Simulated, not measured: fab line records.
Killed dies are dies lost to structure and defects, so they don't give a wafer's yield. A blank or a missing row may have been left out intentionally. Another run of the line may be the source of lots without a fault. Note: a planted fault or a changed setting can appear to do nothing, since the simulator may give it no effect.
fab line records | flow sky130
record: lots: 6 | wafers: 18 | last_day: 50
route steps=708 shown VIA1@462
lots that met no fault: from a run of the same line without faults
start_h: hours from the record's opening day to when the first of the lot's shown wafers began | wait_h: time in hours since the lot's previous step | " identical to the entry in the row above | L1.1+2: several wafers, shown together as one row | - no value, or no start given | * or withheld: withheld | < > ~ a bound
route shown NAME@n: NAME is a module with steps in the file, n the number in the route of the first one | usual: average and standard deviation across the fault-free wafers | same: alike in all rows | chamber/n: place in a boat | sites: each site's reading | _std_site: standard deviation across them | _edge_site: the outer-site mean with the inner-site mean subtracted | radius_mm: for every site, how far away it sits from the centre of the wafer | mask NAME#n: copy n | behind: the last tool/chamber to shape the wafer | hold: the reason the lot was held/the length of the hold in hours/how it ended | device: whichever transistor did not switch (one of n, p or np) | end of line: the tests these same wafers got at the end of their route | a step with no rows: only its recipe | killed: at the first sort, the dies lost to defects and structure; wafer yield is something else | map: dies across one wafer; x = killed, . = not, _ = none there
set.NAME: the setting as run; set.NAME@STEP: as run at that earlier step | model.NAME: the simulator's own value behind a step, which no gauge read
a table for each step, a row for each wafer; lots at some steps of the route
services: a tool's chamber out of use, with start hour (start_h, from the record's first day; less than 0 if before it), hours out, and reason
== steps ==
step: SKY_VIA1_DEHYDRATE_04
recipe: temp_c: 200 | time_s: 60
step: SKY_VIA1_HMDS_05
recipe: prime_time_s: 60 | prime_temp_c: 120
step: SKY_VIA1_COAT_06
recipe: resist: BARC | temp_c: withheld | time_s: withheld | spin_rpm: 3000 | resist_thk_nm: 60
step: SKY_VIA1_COAT_07
recipe: resist: KrF-thick | spin_rpm: 3000 | resist_thk_nm: 450
step: SKY_VIA1_SOFTBAKE_08
recipe: temp_c: 100 | time_s: 90 | resist: KrF-thick
step: SKY_VIA1_EXPOSE_09
recipe: mask_id: VIM | na: 0.8 | source_shape: annular | sigma_inner: 0.55 | sigma_outer: 0.85 | target_cd_nm: 150 | dose_mj: 38
step: SKY_VIA1_PEB_10
recipe: peb_temp_c: withheld | peb_time_s: withheld | resist: KrF-thick
step: SKY_VIA1_DEVELOP_11
recipe: develop_time_s: 60 | resist: KrF-thick | dev_temp_c: 21
step: SKY_VIA1_CD_MEAS_12
recipe: target_cd_nm: 150
usual: cd_nm: 150.1/1.8
lot.wafer | tool      | chamber | start_h | wait_h | cd_nm
L382.1    | cd_sem-01 | -       | 773.10  | -      | 153.2
L382.3    | "         | -       | "       | "      | 153.3
L382.5    | "         | -       | "       | "      | 151.3
L387.1    | cd_sem-02 | -       | 817.47  | -      | 151.7
L387.3    | "         | -       | "       | "      | 151.5
L387.6    | "         | -       | "       | "      | 151.6
L391.1    | cd_sem-01 | -       | 853.93  | -      | 148.0
L391.5    | "         | -       | "       | "      | 148.1
L391.6    | "         | -       | "       | "      | 147.6
L403.2    | cd_sem-01 | -       | 962.99  | -      | 150.9
L403.5    | "         | -       | "       | "      | 149.0
L403.6    | "         | -       | "       | "      | 147.9
L402.4    | cd_sem-01 | -       | 969.50  | -      | 151.8
L402.5    | "         | -       | "       | "      | 148.3
L402.6    | "         | -       | "       | "      | 148.3
L405.2    | cd_sem-01 | -       | 971.85  | -      | 151.6
L405.4    | "         | -       | "       | "      | 153.6
L405.5    | "         | -       | "       | "      | 152.8
step: SKY_VIA1_OVL_MEAS_13
usual: VIA1_OVL: 4/5.1
lot.wafer | tool       | chamber | start_h | wait_h | VIA1_OVL[nm]
L382.1    | overlay-01 | -       | 773.22  | 0.1    | 13
L382.3    | "          | -       | "       | "      | 12
L382.5    | "          | -       | "       | "      | 12
L387.1    | overlay-01 | -       | 817.59  | 0.1    | 11
L387.3    | "          | -       | "       | "      | 8
L387.6    | "          | -       | "       | "      | 6
L391.1    | overlay-02 | -       | 854.05  | 0.1    | 7
L391.5    | "          | -       | "       | "      | 12
L391.6    | "          | -       | "       | "      | -2
L403.2    | overlay-01 | -       | 963.10  | 0.1    | 2
L403.5    | "          | -       | "       | "      | -10
L403.6    | "          | -       | "       | "      | 2
L402.4    | overlay-02 | -       | 969.58  | 0.1    | 1
L402.5    | "          | -       | "       | "      | 4
L402.6    | "          | -       | "       | "      | 4
L405.2    | overlay-01 | -       | 971.96  | 0.1    | 2
L405.4    | "          | -       | "       | "      | 10
L405.5    | "          | -       | "       | "      | 5
step: SKY_VIA1_ETCH_14
recipe: chemistry: N2/H2 | target: BARC | ion_energy_ev: 200 | source_w: 500 | bias_w: 100 | pressure_mtorr: 30 | n2_flow_sccm: 100 | h2_flow_sccm: 200 | stop_on: SiO2 | time_s: 45.9 | target_depth_a: 600
usual: drypump_motor_current_A: 5.7/0.53 | oes_product_au: 0.854/0.0045 | rf_fwd_power_W: 494.3/2 | throttle_valve_pct: 13.224/0.0075
lot.wafer | tool        | chamber | start_h | wait_h | drypump_motor_current_A | oes_product_au | rf_fwd_power_W | rf_hours_counter_h | throttle_valve_pct
L382.1    | rie_diel-01 | 2       | 773.26  | 0.0    | 4.7                     | 0.858          | 495.3          | 14                 | 13.229
L382.3    | "           | 0       | "       | "      | 5.8                     | 0.854          | 491.8          | 23                 | 13.225
L382.5    | "           | 0       | "       | "      | 5.7                     | 0.860          | 492.3          | -                  | 13.209
L387.1    | rie_diel-03 | 3       | 817.63  | 0.0    | 5.2                     | 0.856          | 494.4          | 2                  | 13.225
L387.3    | "           | 0       | "       | "      | 6.4                     | 0.852          | 496.2          | 6                  | 13.245
L387.6    | "           | 3       | "       | "      | 5.2                     | 0.855          | 494.3          | -                  | 13.226
L391.1    | rie_diel-01 | 1       | 854.09  | 0.0    | 5.2                     | 0.853          | 494.1          | 24                 | 13.218
L391.5    | "           | 0       | "       | "      | 5.7                     | 0.864          | 492.3          | -                  | 13.216
L391.6    | "           | 3       | "       | "      | 5.7                     | 0.851          | 493.2          | -                  | 13.228
L403.2    | rie_diel-01 | 3       | 963.13  | 0.0    | 5.7                     | 0.853          | 492.9          | 5                  | 13.235
L403.5    | "           | 2       | "       | "      | 4.7                     | 0.854          | 497.4          | -                  | 13.221
L403.6    | "           | 3       | "       | "      | 5.7                     | 0.855          | 491.3          | -                  | 13.209
L402.4    | rie_diel-03 | 0       | 969.60  | 0.0    | 6.4                     | 0.858          | 499.3          | 10                 | 13.221
L402.5    | "           | 3       | "       | "      | 5.2                     | 0.850          | 492.6          | -                  | 13.228
L402.6    | "           | 2       | "       | "      | 5.1                     | 0.850          | 493.1          | -                  | 13.235
L405.2    | rie_diel-02 | 3       | 971.99  | 0.0    | 5.6                     | 0.863          | 495.9          | 19                 | 13.226
L405.4    | "           | 1       | "       | "      | 6.3                     | 0.854          | 491.9          | 14                 | 13.218
L405.5    | "           | 2       | "       | "      | 5.9                     | 0.853          | 495.7          | -                  | 13.221
step: SKY_VIA1_ETCH_15
recipe: target: SiO2 | chemistry: C4F8/O2/Ar | target_depth_nm: 351 | stop_on: TiN | mask_material: KrF-thick | source_w: 1500 | bias_w: 1200 | pressure_mtorr: 40 | c4f8_flow_sccm: withheld | O2_flow_sccm: 6 | Ar_flow_sccm: 300 | time_s: 54
usual: oes_product_au: 0.978/0.0055 | rf_fwd_power_W: 1485/6.3
lot.wafer | tool        | chamber | start_h | wait_h | oes_product_au | rf_fwd_power_W | rf_hours_counter_h
L382.1    | rie_diel-01 | 2       | 773.30  | 0.0    | 0.977          | 1492           | 14
L382.3    | "           | 0       | "       | "      | 0.978          | 1478           | 23
L382.5    | "           | 0       | "       | "      | 0.990          | 1485           | -
L387.1    | rie_diel-03 | 3       | 817.67  | 0.0    | 0.970          | 1496           | 2
L387.3    | "           | 0       | "       | "      | 0.978          | 1478           | 6
L387.6    | "           | 3       | "       | "      | 0.964          | 1489           | -
L391.1    | rie_diel-01 | 1       | 854.13  | 0.0    | 0.984          | 1487           | 24
L391.5    | "           | 0       | "       | "      | 0.984          | 1480           | -
L391.6    | "           | 3       | "       | "      | 0.984          | 1483           | -
L403.2    | rie_diel-01 | 3       | 963.17  | 0.0    | 0.985          | 1490           | 5
L403.5    | "           | 2       | "       | "      | 0.991          | 1486           | -
L403.6    | "           | 3       | "       | "      | 0.983          | 1481           | -
L402.4    | rie_diel-03 | 0       | 969.64  | 0.0    | 0.984          | 1491           | 10
L402.5    | "           | 3       | "       | "      | 0.975          | 1483           | -
L402.6    | "           | 2       | "       | "      | 0.983          | 1478           | -
L405.2    | rie_diel-02 | 3       | 972.03  | 0.0    | 0.976          | 1493           | 19
L405.4    | "           | 1       | "       | "      | 0.980          | 1476           | 14
L405.5    | "           | 2       | "       | "      | 0.976          | 1493           | -
step: SKY_VIA1_STRIP_16
recipe: chemistry: O2/N2 | power_w: 1400 | pressure_mtorr: 1500 | platen_temp_c: withheld | o2_flow_sccm: 3000 | n2_flow_sccm: 300 | overash_fraction: 0.5
usual: chamber_pressure_mTorr: 1500.0/1.3 | drypump_motor_current_A: 5.7/0.41 | oes_product_au: 0.416/0.0047 | strip_time_to_endpoint_s: 4.468/0.022
lot.wafer | tool            | chamber | start_h | wait_h | chamber_pressure_mTorr | drypump_motor_current_A | oes_product_au | rf_hours_counter_h | strip_time_to_endpoint_s | model.KrF-thick_of_VIA1_COAT_07.thk_nm
L382.1    | plasma_asher-03 | 1       | 773.35  | 0.0    | 1499.3                 | 5.6                     | 0.411          | 63                 | 4.488                    | 0
L382.3    | "               | 1       | "       | "      | 1498.9                 | 5.6                     | 0.414          | -                  | 4.489                    | 0
L382.5    | "               | 0       | "       | "      | 1500.9                 | 5.2                     | 0.420          | -                  | 4.484                    | 0
L387.1    | plasma_asher-01 | 0       | 817.72  | 0.0    | 1499.7                 | 5.6                     | 0.413          | 8                  | 4.447                    | 0
L387.3    | "               | 0       | "       | "      | 1500.2                 | 5.6                     | 0.414          | -                  | 4.438                    | 0
L387.6    | "               | 1       | "       | "      | 1498.2                 | 6.6                     | 0.415          | -                  | 4.476                    | 0
L391.1    | plasma_asher-02 | 1       | 854.18  | 0.0    | 1502.2                 | 6.1                     | 0.410          | 104                | 4.462                    | 0
L391.5    | "               | 0       | "       | "      | 1499.1                 | 5.9                     | 0.419          | -                  | 4.435                    | 0
L391.6    | "               | 1       | "       | "      | 1499.0                 | 6.1                     | 0.411          | -                  | 4.422                    | 0
L403.2    | plasma_asher-02 | 1       | 963.22  | 0.0    | -                      | -                       | -              | -                  | -                        | 323.7
L403.5    | "               | 0       | "       | "      | -                      | -                       | -              | -                  | -                        | 323.6
L403.6    | "               | 1       | "       | "      | -                      | -                       | -              | -                  | -                        | 322.8
L402.4    | plasma_asher-02 | 1       | 969.72  | 0.1    | -                      | -                       | -              | -                  | -                        | 319.2
L402.5    | "               | 1       | "       | "      | -                      | -                       | -              | -                  | -                        | 322.5
L402.6    | "               | 0       | "       | "      | -                      | -                       | -              | -                  | -                        | 325.1
L405.2    | plasma_asher-02 | 1       | 972.08  | 0.0    | 1501.3                 | 6.1                     | 0.418          | 114                | 4.489                    | 0
L405.4    | "               | 1       | "       | "      | 1499.7                 | 6.1                     | 0.414          | -                  | 4.492                    | 0
L405.5    | "               | 0       | "       | "      | 1499.0                 | 6.0                     | 0.411          | -                  | 4.489                    | 0
step: SKY_VIA1_STRIP_17
recipe: chemistry: post_etch_residue_remover | time_s: 1200 | temp_c: 72.5
== services ==
tool            | chamber | start_h | hours | kind
rie_diel-02     | 1       | 750.10  | 4.9   | repair
rie_diel-02     | 0       | 754.43  | 8.0   | repair
rie_diel-02     | 0       | 762.45  | -     | clean
rie_diel-02     | 0       | 762.45  | 18.7  | scheduled_down
rie_diel-02     | 0       | 762.45  | 18.7  | vent_cycle
rie_diel-01     | 3       | 770.55  | -     | clean
rie_diel-01     | 3       | 770.55  | 15.1  | scheduled_down
rie_diel-01     | 3       | 770.55  | 15.1  | vent_cycle
rie_diel-02     | 1       | 777.67  | 10.7  | repair
plasma_asher-01 | -       | 780.32  | 0.9   | repair
rie_diel-01     | -       | 782.31  | 14.6  | pm
rie_diel-02     | 1       | 826.66  | 7.3   | repair
plasma_asher-03 | -       | 826.88  | 6.9   | repair
rie_diel-01     | 2       | 829.43  | 2.7   | repair
plasma_asher-02 | -       | 856.33  | 5.3   | repair
plasma_asher-02 | -       | 882.39  | 11.8  | repair
rie_diel-02     | 3       | 891.13  | 41.1  | repair
plasma_asher-02 | -       | 892.43  | 0.4   | repair
rie_diel-03     | 0       | 900.14  | 3.5   | repair
rie_diel-01     | -       | 906.66  | 1.5   | repair
rie_diel-01     | 0       | 906.69  | 19.8  | repair
rie_diel-03     | 1       | 930.45  | 2.5   | repair
== key ==
first_sign: step: SKY_VIA1_STRIP_16 | reading: tool_record | direction: missing
effect none on later readings
model_effect: step: SKY_VIA1_STRIP_16 | value: KrF-thick_of_VIA1_COAT_07.thk_nm | without: 0 | struck: 322.8
met_at SKY_VIA1_STRIP_16
struck_wafers L402.4,L402.5,L402.6,L403.2,L403.5,L403.6
later_rows_left_out L402.4,L402.5,L402.6,L403.2,L403.5,L403.6
sort_left_out L402.4,L402.5,L402.6,L403.2,L403.5,L403.6
onset_between 854.18 963.22
fault: kind: skipped_step_whole | tool: plasma_asher-02 | chamber: - | onset_h: 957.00 | steps: SKY_VIA1_STRIP_16 | scope: struck_lots_only
sort_left_out: the simulated sort isn't trusted on such a fault, so these wafers' sort isn't shown, and their yield isn't known
later_rows_left_out: the simulator's readings of these wafers behind a module that went badly wrong aren't trusted and aren't shown, but for the sort
